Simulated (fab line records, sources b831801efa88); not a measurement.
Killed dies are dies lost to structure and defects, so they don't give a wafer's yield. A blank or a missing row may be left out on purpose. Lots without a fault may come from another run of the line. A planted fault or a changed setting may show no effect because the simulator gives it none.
Which tool did it? | flow sky130 | 7 lots, 21 wafers sampled, at 2 steps of a route of 708

WHAT THE GAUGES READ, wafer by wafer
SKY_SONOS_ONO_CD_MEAS_13: target cd 410 nm.
lot  | measured     | on        | cd_nm (nm)
L797 | day 13 00:18 | cd_sem-01 | 409.5 410.2 410.1
L799 | day 13 15:30 | cd_sem-02 | 409.3 406.6 407.1
L809 | day 17 06:19 | cd_sem-02 | 411.9 410.9 411.6
L811 | day 17 23:19 | cd_sem-02 | 411.3 412.5 412.1
L813 | day 19 01:46 | cd_sem-02 | 406.6 408.8 404.7
L816 | day 19 16:05 | cd_sem-01 | 409.7 407.9 408.0
L818 | day 20 12:50 | cd_sem-02 | 408.6 409.4 409.6

WHICH TOOL RAN EACH LOT (tool, then ch and the chambers of the sampled wafers, then the start)
lot  | SKY_VT_ADJUST_HVTP_DEVELOP_06
L797 | litho_track-04 ch 0, day 6 10:04
L799 | litho_track-02, day 6 22:43
L809 | litho_track-02 ch 0, day 9 16:23
L811 | litho_track-02 ch 0, day 10 06:25
L813 | litho_track-03 ch 0, day 10 21:47
L816 | litho_track-04 ch 0, day 11 13:26
L818 | litho_track-04 ch 0, day 12 04:02
- SKY_VT_ADJUST_HVTP_DEVELOP_06: develop time 60 s.

THE ANSWER, worked out from the rows above alone
Rule: what is usual is taken from the lots themselves. Put in order of their means at a reading, lots are off if they are a third of the lots or fewer, leave a main group of 4 or more, and stand apart from it by a gap of 3 or more times the standard deviation of the main group's means; of several such gaps the widest counts. A main group whose means are all the same, to the digits that the tables above print for the reading, isn't used. A lot without any number at a reading at which 4 lots or more have one is off too. The other lots that the step has rows for count as sound.
No lot is off at any reading shown: from this, nothing can be told.

WHAT THE SIMULATOR HAD PUT IN
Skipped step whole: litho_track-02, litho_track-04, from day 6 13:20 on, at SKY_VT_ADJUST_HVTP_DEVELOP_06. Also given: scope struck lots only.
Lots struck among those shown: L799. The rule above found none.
